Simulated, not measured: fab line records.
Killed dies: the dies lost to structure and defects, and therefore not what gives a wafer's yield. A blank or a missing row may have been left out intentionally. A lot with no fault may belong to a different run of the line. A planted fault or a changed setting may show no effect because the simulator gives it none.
fab line records | flow sfq_line
record: lots: 14 | wafers: 42 | last_day: 82
route steps=325 shown I4@176 JJ@193 R5@213
lots that met no fault: from a run of the same line without faults
start_h: hours from the record's first day to the start of the lot's first wafer shown | wait_h: how many hours have passed since the lot's step before this one | " identical to the entry in the row above | L1.1+2: a row that stands for several wafers | - either no value or no given start | * or withheld: withheld | < > ~ a bound
route shown NAME@n: NAME is a module with steps in the file, n the number in the route of the first one | usual: mean/standard deviation taken from wafers without a fault | same: alike in all rows | chamber/n: place in a boat | sites: the reading at each site | _std_site: the standard deviation of these | _edge_site: mean of outer sites minus mean of inner sites | radius_mm: for every site, how far away it sits from the centre of the wafer | mask NAME#n: copy n | behind: the tool/chamber that last shaped the wafer | hold: what put the lot on hold/how long, in hours/how the hold closed | device: transistor that didn't switch, given as n, p or np | end of line: the same wafers' tests at the end of the route | a step without rows: its recipe alone | killed: not the wafer's yield, but the dies lost to structure and defects at the first sort | map: a wafer's dies, x killed, . not, _ none there
set.NAME: the setting the step ran with; set.NAME@STEP: the setting that earlier step ran with | model.NAME: the simulator's own value behind a step, which no gauge read
the route's steps for a sample of lots (tables are steps, rows are wafers)
services: a tool's chamber out of use, with start hour (start_h, from the record's first day; less than 0 if before it), hours out, and reason
== steps ==
step: SFQ_TRILAYER_I4_VIA_STRIP_STRIP_107
recipe: gas: O2 | power_w: 200 | platen_temp_c: 40 | overash_fraction: 0.65 | chemistry: O2 | pressure_mtorr: 50
usual: drypump_motor_current_A: 5.7/0.43 | oes_product_au: 0.998/0.0077
lot.wafer | tool         | chamber | start_h | wait_h | drypump_motor_current_A | oes_product_au | rf_hours_counter_h
L254.1    | rie_metal-01 | 0       | 1118.36 | -      | 6.1                     | 0.988          | 9
L254.2    | "            | 1       | "       | "      | 5.5                     | 0.994          | 96
L254.3    | "            | 1       | "       | "      | 5.5                     | 0.987          | -
L256.3    | rie_metal-03 | 0       | 1136.56 | -      | 6.1                     | 1.002          | -
L256.4    | "            | 1       | "       | "      | 5.0                     | 0.999          | -
L256.6    | "            | 1       | "       | "      | 5.0                     | 0.995          | -
L257.1    | rie_metal-01 | 0       | 1142.36 | -      | 6.1                     | 0.999          | 14
L257.2    | "            | 1       | "       | "      | 5.5                     | 0.990          | 100
L257.6    | "            | 1       | "       | "      | 5.5                     | 0.999          | -
L261.2    | rie_metal-02 | 1       | 1151.96 | -      | 5.6                     | 1.010          | 125
L261.3    | "            | 1       | "       | "      | 5.6                     | 1.007          | -
L261.4    | "            | 0       | "       | "      | 6.4                     | 1.008          | -
L262.4    | rie_metal-02 | 1       | 1155.76 | -      | 5.6                     | 0.996          | -
L262.5    | "            | 0       | "       | "      | 6.5                     | 0.997          | -
L262.6    | "            | 1       | "       | "      | 5.6                     | 1.003          | -
L263.1    | rie_metal-01 | 0       | 1159.16 | -      | 6.1                     | 0.996          | 17
L263.3    | "            | 0       | "       | "      | 6.1                     | 1.002          | -
L263.6    | "            | 0       | "       | "      | 6.1                     | 0.999          | -
L264.2    | rie_metal-02 | 0       | 1160.98 | -      | 6.4                     | 0.994          | 135
L264.5    | "            | 0       | "       | "      | 6.4                     | 1.007          | -
L264.6    | "            | 1       | "       | "      | 5.6                     | 1.001          | -
L265.1    | rie_metal-01 | 0       | 1211.25 | -      | 6.1                     | 1.011          | 24
L265.3    | "            | 1       | "       | "      | 5.5                     | 1.002          | -
L265.4    | "            | 0       | "       | "      | 6.1                     | 1.002          | -
L267.2    | rie_metal-01 | 0       | 1227.79 | -      | 6.1                     | 1.005          | 27
L267.4    | "            | 0       | "       | "      | 6.1                     | 1.003          | -
L267.5    | "            | 0       | "       | "      | 6.1                     | 1.001          | -
L268.2    | rie_metal-01 | 1       | 1237.49 | -      | 5.5                     | 0.982          | 115
L268.5    | "            | 0       | "       | "      | 6.1                     | 0.997          | -
L268.6    | "            | 1       | "       | "      | 5.5                     | 0.985          | -
L270.3    | rie_metal-03 | 1       | 1302.83 | -      | 5.0                     | 0.994          | -
L270.5    | "            | 0       | "       | "      | 6.1                     | 1.000          | -
L270.6    | "            | 1       | "       | "      | 5.0                     | 0.998          | -
L274.1    | rie_metal-01 | 1       | 1452.75 | -      | 5.5                     | 0.985          | 14
L274.2    | "            | 0       | "       | "      | 6.1                     | 0.996          | 66
L274.5    | "            | 0       | "       | "      | 6.1                     | 0.994          | -
L275.2    | rie_metal-01 | 0       | 1455.15 | -      | 6.1                     | 0.990          | 67
L275.4    | "            | 0       | "       | "      | 6.1                     | 0.987          | -
L275.6    | "            | 0       | "       | "      | 6.1                     | 0.978          | -
L276.2    | rie_metal-01 | 0       | 1459.95 | -      | 6.1                     | 0.988          | 68
L276.3    | "            | 1       | "       | "      | 5.5                     | 0.989          | -
L276.4    | "            | 0       | "       | "      | 6.1                     | 0.993          | -
step: SFQ_TRILAYER_JJ_CE_BARC_OPEN_RIE_150
recipe: mask_material: PR | chemistry: O2 | target_depth_nm: 240 | target: BARC | icp_w: 600 | bias_w: 80 | pressure_mtorr: 10 | time_s: 80
usual: drypump_motor_current_A: 5.7/0.54 | oes_product_au: 0.537/0.0045
lot.wafer | tool         | chamber | start_h | wait_h | drypump_motor_current_A | oes_product_au | rf_hours_counter_h
L254.1    | rie_metal-01 | 1       | 1255.01 | 1.0    | 5.5                     | 0.536          | 117
L254.2    | "            | 0       | "       | "      | 6.1                     | 0.544          | 31
L254.3    | "            | 0       | "       | "      | 6.1                     | 0.536          | -
L256.3    | rie_metal-04 | 1       | 1269.44 | 0.6    | 5.0                     | 0.538          | -
L256.4    | "            | 0       | "       | "      | 5.3                     | 0.538          | -
L256.6    | "            | 1       | "       | "      | 5.0                     | 0.541          | -
L257.1    | rie_metal-02 | 0       | 1273.01 | 1.0    | 6.4                     | 0.536          | 16
L257.2    | "            | 0       | "       | "      | 6.4                     | 0.530          | -
L257.6    | "            | 0       | "       | "      | 6.4                     | 0.534          | -
L261.2    | rie_metal-01 | 0       | 1280.21 | 0.8    | 6.1                     | 0.536          | 35
L261.3    | "            | 1       | "       | "      | 5.5                     | 0.542          | -
L261.4    | "            | 0       | "       | "      | 6.1                     | 0.537          | -
L262.4    | rie_metal-01 | 0       | 1283.84 | 0.4    | 6.1                     | 0.533          | -
L262.5    | "            | 0       | "       | "      | 6.1                     | 0.539          | -
L262.6    | "            | 1       | "       | "      | 5.5                     | 0.541          | -
L263.1    | rie_metal-01 | 1       | 1288.61 | 1.0    | 5.5                     | 0.538          | 123
L263.3    | "            | 0       | "       | "      | 6.1                     | 0.539          | -
L263.6    | "            | 0       | "       | "      | 6.1                     | 0.547          | -
L264.2    | rie_metal-04 | 0       | 1293.41 | 0.8    | 5.3                     | 0.539          | 43
L264.5    | "            | 0       | "       | "      | 5.3                     | 0.550          | -
L264.6    | "            | 1       | "       | "      | 5.0                     | 0.546          | -
L265.1    | rie_metal-02 | 0       | 1345.01 | 1.0    | 6.4                     | 0.534          | 35
L265.3    | "            | 0       | "       | "      | 6.5                     | 0.537          | -
L265.4    | "            | 0       | "       | "      | 6.4                     | 0.537          | -
L267.2    | rie_metal-04 | 0       | 1355.28 | 0.8    | 5.3                     | 0.531          | 54
L267.4    | "            | 1       | "       | "      | 5.0                     | 0.543          | -
L267.5    | "            | 1       | "       | "      | 5.0                     | 0.533          | -
L268.2    | rie_metal-01 | 0       | 1362.51 | 0.8    | 6.1                     | 0.530          | -
L268.5    | "            | 0       | "       | "      | 6.1                     | 0.543          | -
L268.6    | "            | 0       | "       | "      | 6.1                     | 0.530          | -
L270.3    | rie_metal-04 | 0       | 1423.83 | 0.6    | 5.3                     | 0.538          | -
L270.5    | "            | 1       | "       | "      | 5.0                     | 0.536          | -
L270.6    | "            | 0       | "       | "      | 5.3                     | 0.534          | -
L274.1    | rie_metal-02 | 0       | 1543.80 | 1.0    | 6.5                     | 0.530          | 72
L274.2    | "            | 1       | "       | "      | 5.6                     | 0.543          | 19
L274.5    | "            | 1       | "       | "      | 5.6                     | 0.535          | -
L275.2    | rie_metal-02 | 1       | 1546.20 | 0.8    | 5.6                     | 0.538          | 19
L275.4    | "            | 1       | "       | "      | 5.6                     | 0.530          | -
L275.6    | "            | 1       | "       | "      | 5.6                     | 0.537          | -
L276.2    | rie_metal-02 | 1       | 1549.80 | 0.8    | 5.6                     | 0.539          | 20
L276.3    | "            | 0       | "       | "      | 6.4                     | 0.540          | -
L276.4    | "            | 1       | "       | "      | 5.6                     | 0.531          | -
step: SFQ_TRILAYER_R5_DEP_SPUTTER_133
recipe: material: MoNx | base_pressure_pa: 1.33e-06 | target_thk_nm: 40 | power_w: 1000 | time_s: 66.7 | chamber_pressure_pa: 0.4
usual: base_pressure_pa: 1.33e-06/8.8e-08 | throttle_valve_pct: 30.4/1
lot.wafer | tool           | chamber | start_h | wait_h | base_pressure_pa | throttle_valve_pct
L254.1    | pvd_sputter-05 | -       | 1391.29 | 0.0    | 1.28e-06         | 29.7
L254.2    | "              | -       | "       | "      | 1.46e-06         | 31.7
L254.3    | "              | -       | "       | "      | 1.34e-06         | 30.1
L256.3    | pvd_sputter-03 | -       | 1403.37 | 0.0    | 1.44e-06         | 32.4
L256.4    | "              | -       | "       | "      | 1.44e-06         | 30.3
L256.6    | "              | -       | "       | "      | 1.25e-06         | 30.0
L257.1    | pvd_sputter-05 | -       | 1407.31 | 0.0    | 1.21e-06         | 29.6
L257.2    | "              | -       | "       | "      | 1.34e-06         | 29.4
L257.6    | "              | -       | "       | "      | 1.3e-06          | 31.8
L261.2    | pvd_sputter-03 | -       | 1418.37 | 0.0    | 1.28e-06         | 31.2
L261.3    | "              | -       | "       | "      | 1.39e-06         | 30.0
L261.4    | "              | -       | "       | "      | 1.37e-06         | 29.4
L262.4    | pvd_sputter-05 | -       | 1421.37 | 0.0    | 1.27e-06         | 29.4
L262.5    | "              | -       | "       | "      | 1.18e-06         | 30.0
L262.6    | "              | -       | "       | "      | 1.23e-06         | 31.8
L263.1    | pvd_sputter-03 | -       | 1424.37 | 0.0    | 1.31e-06         | 30.2
L263.3    | "              | -       | "       | "      | 1.34e-06         | 29.3
L263.6    | "              | -       | "       | "      | 1.36e-06         | 32.4
L264.2    | pvd_sputter-05 | -       | 1427.37 | 0.0    | 1.35e-06         | 29.7
L264.5    | "              | -       | "       | "      | 1.47e-06         | 29.5
L264.6    | "              | -       | "       | "      | 1.27e-06         | 30.1
L265.1    | pvd_sputter-05 | -       | 1461.54 | 0.0    | 1.23e-06         | 31.5
L265.3    | "              | -       | "       | "      | 1.21e-06         | 30.1
L265.4    | "              | -       | "       | "      | 1.34e-06         | 29.5
L267.2    | pvd_sputter-03 | -       | 1476.72 | 0.0    | 1.31e-06         | 29.9
L267.4    | "              | -       | "       | "      | 1.23e-06         | 29.4
L267.5    | "              | -       | "       | "      | 1.45e-06         | 29.9
L268.2    | pvd_sputter-05 | -       | 1479.72 | 0.0    | 1.24e-06         | 31.7
L268.5    | "              | -       | "       | "      | 1.4e-06          | 29.3
L268.6    | "              | -       | "       | "      | 1.34e-06         | 31.7
L270.3    | pvd_sputter-03 | -       | 1522.92 | 0.0    | 1.39e-06         | 30.9
L270.5    | "              | -       | "       | "      | 1.38e-06         | 32.5
L270.6    | "              | -       | "       | "      | 1.24e-06         | 31.1
L274.1    | pvd_sputter-05 | -       | 1642.85 | 0.0    | 1.31e-06         | 29.3
L274.2    | "              | -       | "       | "      | 1.33e-06         | 31.7
L274.5    | "              | -       | "       | "      | 1.34e-06         | 29.3
L275.2    | pvd_sputter-04 | -       | 1645.85 | 0.0    | 1.28e-06         | 30.7
L275.4    | "              | -       | "       | "      | 1.35e-06         | 30.8
L275.6    | "              | -       | "       | "      | 1.08e-06         | 30.8
L276.2    | pvd_sputter-03 | -       | 1651.85 | 0.0    | 1.43e-06         | 32.7
L276.3    | "              | -       | "       | "      | 1.38e-06         | 29.5
L276.4    | "              | -       | "       | "      | 1.26e-06         | 30.0
step: SFQ_TRILAYER_R5_DEP_SPUTTER_134
recipe: material: Ti | base_pressure_pa: 1.33e-06 | target_thk_nm: 5 | power_w: 2000 | time_s: 5 | chamber_pressure_pa: 0.4
usual: base_pressure_pa: 1.33e-06/8.1e-08 | throttle_valve_pct: 30.4/1
lot.wafer | tool           | chamber | start_h | wait_h | base_pressure_pa | throttle_valve_pct
L254.1    | pvd_sputter-05 | -       | 1391.35 | 0.0    | 1.09e-06         | 29.8
L254.2    | "              | -       | "       | "      | 1.38e-06         | 31.9
L254.3    | "              | -       | "       | "      | 1.5e-06          | 30.0
L256.3    | pvd_sputter-03 | -       | 1403.42 | 0.0    | 1.36e-06         | 32.4
L256.4    | "              | -       | "       | "      | 1.25e-06         | 30.0
L256.6    | "              | -       | "       | "      | 1.35e-06         | 29.8
L257.1    | pvd_sputter-05 | -       | 1407.36 | 0.0    | 1.21e-06         | 29.4
L257.2    | "              | -       | "       | "      | 1.41e-06         | 29.5
L257.6    | "              | -       | "       | "      | 1.26e-06         | 31.6
L261.2    | pvd_sputter-03 | -       | 1418.42 | 0.0    | 1.42e-06         | 31.0
L261.3    | "              | -       | "       | "      | 1.29e-06         | 29.9
L261.4    | "              | -       | "       | "      | 1.32e-06         | 29.3
L262.4    | pvd_sputter-05 | -       | 1421.42 | 0.0    | 1.34e-06         | 29.2
L262.5    | "              | -       | "       | "      | 1.31e-06         | 29.8
L262.6    | "              | -       | "       | "      | 1.35e-06         | 31.7
L263.1    | pvd_sputter-03 | -       | 1424.42 | 0.0    | 1.43e-06         | 30.0
L263.3    | "              | -       | "       | "      | 1.25e-06         | 29.8
L263.6    | "              | -       | "       | "      | 1.35e-06         | 32.3
L264.2    | pvd_sputter-05 | -       | 1427.42 | 0.0    | 1.29e-06         | 29.4
L264.5    | "              | -       | "       | "      | 1.33e-06         | 29.9
L264.6    | "              | -       | "       | "      | 1.38e-06         | 30.0
L265.1    | pvd_sputter-05 | -       | 1461.59 | 0.0    | 1.31e-06         | 31.8
L265.3    | "              | -       | "       | "      | 1.33e-06         | 30.1
L265.4    | "              | -       | "       | "      | 1.22e-06         | 29.4
L267.2    | pvd_sputter-03 | -       | 1476.77 | 0.0    | 1.33e-06         | 29.5
L267.4    | "              | -       | "       | "      | 1.32e-06         | 29.3
L267.5    | "              | -       | "       | "      | 1.4e-06          | 29.9
L268.2    | pvd_sputter-05 | -       | 1479.77 | 0.0    | 1.46e-06         | 31.8
L268.5    | "              | -       | "       | "      | 1.41e-06         | 29.3
L268.6    | "              | -       | "       | "      | 1.31e-06         | 31.7
L270.3    | pvd_sputter-03 | -       | 1522.97 | 0.0    | 1.19e-06         | 31.1
L270.5    | "              | -       | "       | "      | 1.39e-06         | 32.2
L270.6    | "              | -       | "       | "      | 1.16e-06         | 31.1
L274.1    | pvd_sputter-05 | -       | 1642.90 | 0.0    | 1.36e-06         | 29.3
L274.2    | "              | -       | "       | "      | 1.25e-06         | 32.0
L274.5    | "              | -       | "       | "      | 1.29e-06         | 29.5
L275.2    | pvd_sputter-04 | -       | 1645.90 | 0.0    | 1.46e-06         | 31.0
L275.4    | "              | -       | "       | "      | 1.31e-06         | 30.5
L275.6    | "              | -       | "       | "      | 1.33e-06         | 30.9
L276.2    | pvd_sputter-03 | -       | 1651.90 | 0.0    | 1.34e-06         | 32.1
L276.3    | "              | -       | "       | "      | 1.3e-06          | 29.4
L276.4    | "              | -       | "       | "      | 1.34e-06         | 29.8
step: SFQ_R5_RS_MEAS_933
recipe: thk_meas_gauge: four-point-probe | reads: Ti_of_TRILAYER_R5_DEP_SPUTTER_134+MoNx_of_TRILAYER_R5_DEP_SPUTTER_133+Ti_of_TRILAYER_R5_DEP_SPUTTER_132
usual: R5_MONX_RS: 7.09/0.082
lot.wafer | tool          | chamber | start_h | wait_h | R5_MONX_RS[ohm/sq]
L254.1    | film_metro-02 | -       | 1391.37 | 0.0    | 7.28
L254.2    | "             | -       | "       | "      | 7.24
L254.3    | "             | -       | "       | "      | 7.30
L256.3    | film_metro-03 | -       | 1403.48 | 0.0    | 7.15
L256.4    | "             | -       | "       | "      | 7.08
L256.6    | "             | -       | "       | "      | 7.12
L257.1    | film_metro-03 | -       | 1407.38 | 0.0    | 7.15
L257.2    | "             | -       | "       | "      | 7.11
L257.6    | "             | -       | "       | "      | 7.08
L261.2    | film_metro-03 | -       | 1418.46 | 0.0    | 7.17
L261.3    | "             | -       | "       | "      | 7.18
L261.4    | "             | -       | "       | "      | 7.16
L262.4    | film_metro-02 | -       | 1421.50 | 0.1    | 7.08
L262.5    | "             | -       | "       | "      | 7.06
L262.6    | "             | -       | "       | "      | 7.02
L263.1    | film_metro-03 | -       | 1424.44 | 0.0    | 7.16
L263.3    | "             | -       | "       | "      | 7.15
L263.6    | "             | -       | "       | "      | 7.12
L264.2    | film_metro-04 | -       | 1427.46 | 0.0    | 7.10
L264.5    | "             | -       | "       | "      | 7.12
L264.6    | "             | -       | "       | "      | 7.11
L265.1    | film_metro-04 | -       | 1461.61 | 0.0    | 9.30
L265.3    | "             | -       | "       | "      | 9.31
L265.4    | "             | -       | "       | "      | 9.34
L267.2    | film_metro-04 | -       | 1476.81 | 0.0    | 7.00
L267.4    | "             | -       | "       | "      | 7.06
L267.5    | "             | -       | "       | "      | 7.01
L268.2    | film_metro-03 | -       | 1479.81 | 0.0    | 9.21
L268.5    | "             | -       | "       | "      | 9.38
L268.6    | "             | -       | "       | "      | 9.20
L270.3    | film_metro-03 | -       | 1523.03 | 0.0    | 7.04
L270.5    | "             | -       | "       | "      | 7.09
L270.6    | "             | -       | "       | "      | 7.08
L274.1    | film_metro-03 | -       | 1642.92 | 0.0    | 7.11
L274.2    | "             | -       | "       | "      | 7.12
L274.5    | "             | -       | "       | "      | 7.16
L275.2    | film_metro-02 | -       | 1645.94 | 0.0    | 6.93
L275.4    | "             | -       | "       | "      | 6.97
L275.6    | "             | -       | "       | "      | 7.00
L276.2    | film_metro-02 | -       | 1651.94 | 0.0    | 7.04
L276.3    | "             | -       | "       | "      | 7.04
L276.4    | "             | -       | "       | "      | 6.99
step: SFQ_R5_THK_MEAS_934
recipe: thk_meas_gauge: xrf | reads: MoNx_of_TRILAYER_R5_DEP_SPUTTER_133
usual: R5_MONX_THK: 38.8/0.53
lot.wafer | tool          | chamber | start_h | wait_h | R5_MONX_THK[nm]
L254.1    | film_metro-02 | -       | 1391.49 | 0.1    | 38.0
L254.2    | "             | -       | "       | "      | 38.3
L254.3    | "             | -       | "       | "      | 37.7
L256.3    | film_metro-03 | -       | 1403.58 | 0.1    | 38.3
L256.4    | "             | -       | "       | "      | 39.0
L256.6    | "             | -       | "       | "      | 38.7
L257.1    | film_metro-03 | -       | 1407.50 | 0.1    | 38.4
L257.2    | "             | -       | "       | "      | 39.0
L257.6    | "             | -       | "       | "      | 38.9
L261.2    | film_metro-03 | -       | 1418.57 | 0.1    | 38.3
L261.3    | "             | -       | "       | "      | 38.6
L261.4    | "             | -       | "       | "      | 38.7
L262.4    | film_metro-02 | -       | 1421.59 | 0.1    | 39.0
L262.5    | "             | -       | "       | "      | 39.3
L262.6    | "             | -       | "       | "      | 39.4
L263.1    | film_metro-03 | -       | 1424.56 | 0.1    | 38.5
L263.3    | "             | -       | "       | "      | 38.8
L263.6    | "             | -       | "       | "      | 38.4
L264.2    | film_metro-04 | -       | 1427.57 | 0.1    | 38.3
L264.5    | "             | -       | "       | "      | 38.3
L264.6    | "             | -       | "       | "      | 38.2
L265.1    | film_metro-04 | -       | 1461.73 | 0.1    | 28.7
L265.3    | "             | -       | "       | "      | 28.6
L265.4    | "             | -       | "       | "      | 28.6
L267.2    | film_metro-04 | -       | 1476.92 | 0.1    | 38.7
L267.4    | "             | -       | "       | "      | 38.6
L267.5    | "             | -       | "       | "      | 38.7
L268.2    | film_metro-03 | -       | 1479.92 | 0.1    | 29.7
L268.5    | "             | -       | "       | "      | 29.1
L268.6    | "             | -       | "       | "      | 29.8
L270.3    | film_metro-03 | -       | 1523.13 | 0.1    | 39.3
L270.5    | "             | -       | "       | "      | 38.7
L270.6    | "             | -       | "       | "      | 39.0
L274.1    | film_metro-03 | -       | 1643.04 | 0.1    | 38.8
L274.2    | "             | -       | "       | "      | 38.7
L274.5    | "             | -       | "       | "      | 38.7
L275.2    | film_metro-02 | -       | 1646.05 | 0.1    | 39.7
L275.4    | "             | -       | "       | "      | 39.7
L275.6    | "             | -       | "       | "      | 39.5
L276.2    | film_metro-02 | -       | 1652.05 | 0.1    | 39.3
L276.3    | "             | -       | "       | "      | 39.1
L276.4    | "             | -       | "       | "      | 39.4
== services ==
tool           | chamber | start_h | hours | kind
pvd_sputter-04 | -       | 1133.10 | 3.7   | repair
rie_metal-02   | 1       | 1133.86 | 3.6   | repair
pvd_sputter-03 | -       | 1164.80 | 2.4   | repair
pvd_sputter-05 | -       | 1201.07 | 1.5   | repair
rie_metal-02   | -       | 1208.06 | 1.5   | repair
rie_metal-03   | -       | 1216.44 | 2.8   | pm
rie_metal-02   | 1       | 1263.27 | 99.4  | repair
rie_metal-03   | 0       | 1267.37 | 15.5  | repair
pvd_sputter-05 | -       | 1308.49 | 4.1   | repair
pvd_sputter-03 | -       | 1322.28 | 1.7   | repair
rie_metal-04   | 0       | 1340.96 | 3.7   | repair
rie_metal-01   | -       | 1349.40 | 0.3   | repair
pvd_sputter-05 | -       | 1353.07 | 4.9   | repair
pvd_sputter-03 | -       | 1378.23 | 1.8   | repair
rie_metal-02   | 1       | 1409.21 | 48.8  | repair
rie_metal-04   | 0       | 1467.35 | 1.2   | repair
rie_metal-01   | 0       | 1473.61 | 1.1   | repair
rie_metal-04   | 1       | 1516.00 | 26.5  | repair
pvd_sputter-03 | -       | 1533.10 | 1.9   | repair
pvd_sputter-03 | -       | 1571.14 | 2.3   | repair
pvd_sputter-03 | -       | 1588.55 | 5.3   | repair
pvd_sputter-05 | -       | 1592.70 | 3.2   | repair
pvd_sputter-05 | -       | 1608.88 | 3.4   | repair
rie_metal-02   | -       | 1642.20 | 0.2   | repair
== key ==
first_sign: step: SFQ_R5_RS_MEAS_933 | reading: R5_MONX_RS | direction: up | sigmas: 27 | usual: 7.09 | struck: 9.29
effect: step: SFQ_R5_THK_MEAS_934 | reading: R5_MONX_THK | direction: down | sigmas: 18 | usual: 38.8 | struck: 29.1
met_at SFQ_TRILAYER_R5_DEP_SPUTTER_133
struck_lots L265,L268
not_acting_at SFQ_TRILAYER_I4_VIA_STRIP_STRIP_107,SFQ_TRILAYER_JJ_CE_BARC_OPEN_RIE_150,SFQ_TRILAYER_R5_DEP_SPUTTER_134
onset_between 1427.37 1461.54
fault: kind: process_parameter_drift | tool: pvd_sputter-05 | chamber: - | onset_h: 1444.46 | steps: SFQ_TRILAYER_R5_DEP_SPUTTER_133 | channel: target_thk_nm | offset: -9.7754 | shape: step | end_h: 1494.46 | acts_in: these_recipes_only | stated: 40
